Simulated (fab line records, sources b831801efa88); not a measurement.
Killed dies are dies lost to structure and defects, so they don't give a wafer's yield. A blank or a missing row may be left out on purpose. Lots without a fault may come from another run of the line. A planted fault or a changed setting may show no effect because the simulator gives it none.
Which tool did it? | flow gf180mcu | 11 lots, 33 wafers sampled, at 7 steps of a route of 602

WHAT THE GAUGES READ, wafer by wafer
GF_VT_IMPLANT_TW_MEAS_32.
lot  | measured     | on            | VT_IMPLANT_3_TW
L908 | day 7 04:45  | film_metro-04 | 266.0 267.3 268.5
L911 | day 7 22:06  | film_metro-02 | 268.3 265.5 267.8
L912 | day 8 03:45  | film_metro-02 | 264.7 264.7 264.3
L915 | day 9 04:48  | film_metro-04 | 266.8 267.6 267.1
L916 | day 9 09:25  | film_metro-04 | 267.5 266.6 268.5
L918 | day 10 00:01 | film_metro-03 | 266.3 267.4 269.0
L921 | day 10 18:22 | film_metro-04 | 269.2 268.8 268.6
L922 | day 11 00:51 | film_metro-04 | 267.4 268.0 268.2
L924 | day 11 14:41 | film_metro-04 | 268.3 266.4 267.7
L926 | day 12 03:05 | film_metro-02 | 267.2 267.5 268.2
L927 | day 12 12:17 | film_metro-02 | 266.9 264.5 266.9

GF_HV_LDD_OVL_MEAS_32.
lot  | measured     | on         | HV_LDD_02_OVL (nm)
L908 | day 12 00:53 | overlay-02 | -2.4 -0.3 -1.7
L911 | day 12 21:09 | overlay-01 | 0.3 -0.8 1.3
L912 | day 13 04:12 | overlay-01 | -1.1 -3.4 -1.0
L915 | day 14 08:32 | overlay-02 | -0.1 -1.9 0.0
L916 | day 14 16:56 | overlay-02 | 0.1 -1.9 -0.3
L918 | day 15 07:16 | overlay-02 | -0.6 -0.4 0.2
L921 | day 16 04:29 | overlay-01 | 0.6 -1.9 -1.7
L922 | day 16 13:06 | overlay-02 | 0.7 2.2 0.2
L924 | day 17 03:59 | overlay-02 | 0.9 -0.8 -0.6
L926 | day 17 23:07 | overlay-01 | -1.6 0.4 -1.5
L927 | day 18 06:10 | overlay-02 | -2.6 -0.8 -1.5

GF_PSD_TW_MEAS_11.
lot  | measured     | on            | PSD_TW
L908 | day 14 18:07 | film_metro-04 | 3191 3183 3175
L911 | day 15 17:32 | film_metro-03 | 3183 3190 3168
L912 | day 16 00:07 | film_metro-04 | 3209 3189 3183
L915 | day 17 08:37 | film_metro-04 | 3170 3181 3172
L916 | day 17 17:01 | film_metro-02 | 3147 3154 3134
L918 | day 18 08:29 | film_metro-02 | 3142 3139 3156
L921 | day 19 08:00 | film_metro-04 | 3215 3188 3189
L922 | day 19 17:05 | film_metro-03 | 2824 2812 2822
L924 | day 20 07:23 | film_metro-03 | 2808 2790 2787
L926 | day 21 04:47 | film_metro-02 | 3163 3150 3137
L927 | day 21 10:43 | film_metro-02 | 3149 3165 3149

GF_PSD_RS_MEAS_15: measures by four-point-probe.
lot  | measured     | on            | PSD_RS (ohm/sq)
L908 | day 14 18:26 | film_metro-02 | 108.88 108.64 108.58
L911 | day 15 17:51 | film_metro-03 | 108.56 108.64 108.19
L912 | day 16 00:26 | film_metro-04 | 108.50 108.72 108.67
L915 | day 17 08:56 | film_metro-02 | 109.12 108.51 108.53
L916 | day 17 17:21 | film_metro-04 | 108.56 108.55 108.46
L918 | day 18 08:49 | film_metro-02 | 109.27 109.33 109.28
L921 | day 19 08:19 | film_metro-04 | 108.62 108.92 108.68
L922 | day 19 17:24 | film_metro-03 | 132.83 133.34 133.05
L924 | day 20 07:43 | film_metro-04 | 133.85 133.72 133.49
L926 | day 21 05:06 | film_metro-04 | 108.60 108.48 108.23
L927 | day 21 11:02 | film_metro-03 | 108.43 108.30 108.35

WHICH TOOL RAN EACH LOT (tool, then ch and the chambers of the sampled wafers, then the start)
lot  | GF_VT_IMPLANT_STRIP_42               | GF_PSD_IMPLANT_09               | GF_PSD_STRIP_10
L908 | plasma_asher-04 ch 0,1, day 7 20:30  | implanter-02 ch 0, day 14 17:52 | plasma_asher-02 ch 0,1, day 14 18:01
L911 | plasma_asher-04 ch 0,1, day 8 15:08  | implanter-01 ch 0, day 15 17:17 | plasma_asher-02 ch 0,1, day 15 17:26
L912 | plasma_asher-04 ch 0,1, day 8 21:33  | implanter-01 ch 0, day 15 23:52 | plasma_asher-01 ch 0,1, day 16 00:01
L915 | plasma_asher-03 ch 0,1, day 9 22:39  | implanter-01 ch 0, day 17 08:22 | plasma_asher-01 ch 0,1, day 17 08:31
L916 | plasma_asher-03 ch 0, day 10 03:30   | implanter-01 ch 0, day 17 16:47 | plasma_asher-01 ch 0, day 17 16:55
L918 | plasma_asher-01 ch 0,1, day 10 18:35 | implanter-02 ch 0, day 18 08:16 | plasma_asher-04 ch 0,1, day 18 08:24
L921 | plasma_asher-04 ch 0,1, day 11 12:42 | implanter-04 ch 0, day 19 07:46 | plasma_asher-01 ch 0,1, day 19 07:53
L922 | plasma_asher-01 ch 0,1, day 11 19:43 | implanter-01 ch 0, day 19 16:50 | plasma_asher-04 ch 0,1, day 19 16:59
L924 | plasma_asher-04 ch 0,1, day 12 10:05 | implanter-01 ch 0, day 20 07:10 | plasma_asher-01 ch 0,1, day 20 07:18
L926 | plasma_asher-03 ch 0,1, day 12 22:45 | implanter-02 ch 0, day 21 04:32 | plasma_asher-04 ch 0,1, day 21 04:40
L927 | plasma_asher-04 ch 0,1, day 13 07:50 | implanter-04 ch 0, day 21 10:29 | plasma_asher-04 ch 0,1, day 21 10:37
- GF_VT_IMPLANT_STRIP_42: strips in O2/N2.
- GF_PSD_IMPLANT_09
- GF_PSD_STRIP_10: strips in O2/N2.

WHAT THE TOOLS THEMSELVES READ (means of the sampled wafers that have a number; where no wafer has one, the mark that the record gives instead)
GF_VT_IMPLANT_STRIP_42.
lot  | tool            | drypump_motor_current_A (A) | heater_power_w (W) | oes_product_au (a.u.) | platen_temp_c (C) | strip_time_to_endpoint_s (s)
L908 | plasma_asher-04 | 5.65                        | 362                | 0.718                 | 249.95            | 12.65
L911 | plasma_asher-04 | 5.62                        | 359                | 0.716                 | 249.92            | 12.66
L912 | plasma_asher-04 | 5.63                        | 361                | 0.713                 | 249.95            | 12.64
L915 | plasma_asher-03 | 5.67                        | 331                | 0.720                 | 250.11            | 12.67
L916 | plasma_asher-03 | 5.85                        | 343                | 0.711                 | 249.95            | 12.63
L918 | plasma_asher-01 | 5.87                        | 337                | 0.719                 | 249.91            | 12.64
L921 | plasma_asher-04 | 5.78                        | 359                | 0.718                 | 249.90            | 12.58
L922 | plasma_asher-01 | 5.85                        | 337                | 0.718                 | 249.80            | 12.62
L924 | plasma_asher-04 | 5.78                        | 362                | 0.715                 | 249.92            | 12.61
L926 | plasma_asher-03 | 5.68                        | 331                | 0.714                 | 250.00            | 12.66
L927 | plasma_asher-04 | 5.63                        | 359                | 0.716                 | 250.06            | 12.59

GF_PSD_IMPLANT_09.
lot  | tool         | beam_energy_keV | tilt_deg (degrees)
L908 | implanter-02 | 40.004          | 6.991
L911 | implanter-01 | 40.001          | 6.996
L912 | implanter-01 | 39.997          | 7.014
L915 | implanter-01 | 39.999          | 7.008
L916 | implanter-01 | 40.003          | 6.993
L918 | implanter-02 | 40.008          | 6.982
L921 | implanter-04 | 39.995          | 6.996
L922 | implanter-01 | 25.028          | 6.985
L924 | implanter-01 | 25.037          | 7.002
L926 | implanter-02 | 39.987          | 6.998
L927 | implanter-04 | 40.004          | 6.995

GF_PSD_STRIP_10.
lot  | tool            | drypump_motor_current_A (A) | heater_power_w (W) | oes_product_au (a.u.) | platen_temp_c (C) | strip_time_to_endpoint_s (s)
L908 | plasma_asher-02 | 5.98                        | 348                | 0.594                 | 249.95            | 16.51
L911 | plasma_asher-02 | 5.91                        | 338                | 0.594                 | 249.94            | 16.55
L912 | plasma_asher-01 | 5.74                        | 341                | 0.590                 | 249.92            | 16.46
L915 | plasma_asher-01 | 5.84                        | 335                | 0.593                 | 249.97            | 16.51
L916 | plasma_asher-01 | 6.01                        | 333                | 0.597                 | 249.90            | 16.52
L918 | plasma_asher-04 | 5.63                        | 362                | 0.589                 | 249.96            | 16.48
L921 | plasma_asher-01 | 5.86                        | 335                | 0.591                 | 250.03            | 16.59
L922 | plasma_asher-04 | 5.63                        | 358                | 0.630                 | 250.03            | 15.10
L924 | plasma_asher-01 | 5.74                        | 337                | 0.628                 | 250.01            | 15.04
L926 | plasma_asher-04 | 5.63                        | 365                | 0.596                 | 249.80            | 16.54
L927 | plasma_asher-04 | 5.64                        | 364                | 0.592                 | 249.87            | 16.49

THE ANSWER, worked out from the rows above alone
Rule: what is usual is taken from the lots themselves. Put in order of their means at a reading, lots are off if they are a third of the lots or fewer, leave a main group of 4 or more, and stand apart from it by a gap of 3 or more times the standard deviation of the main group's means; of several such gaps the widest counts. A main group whose means are all the same, to the digits that the tables above print for the reading, isn't used. A lot without any number at a reading at which 4 lots or more have one is off too. The other lots that the step has rows for count as sound. The gauges are gone through in route order, then the tools' own readings, and for those a lot's mean is taken as printed above. The first step at which some lot is off is used, and at that step the reading that is off furthest; a lot without a number counts as furthest.
Off: L922, L924, at GF_PSD_TW_MEAS_11 (PSD_TW). The main group: mean 3169, standard deviation 20.
A tool fits if, at a process step before that reading, it ran every lot that is off, and no sound lot after the first of them. The gauges at GF_PSD_TW_MEAS_11 aren't tried: what is off there is off at GF_PSD_IMPLANT_09 too, on other tools, and a gauge's error can't cause that. One fits: implanter-01 at GF_PSD_IMPLANT_09. Its last sound lot is L916 (day 17 16:47), its first lot that is off L922 (day 19 16:50): a fault that began between those two fits.
The tool's own readings at GF_PSD_IMPLANT_09 bear it out: on the lots that are off they differ by more than 5 times the standard deviation of the sound lots' means. beam_energy_keV reads 25.032 there against 40.000 on the sound lots.

WHAT THE SIMULATOR HAD PUT IN
Process parameter drift: implanter-01, from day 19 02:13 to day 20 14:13, at GF_PSD_IMPLANT_09. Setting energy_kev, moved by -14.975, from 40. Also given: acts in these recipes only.
Lots struck among those shown: L922, L924. The rule above found the same.
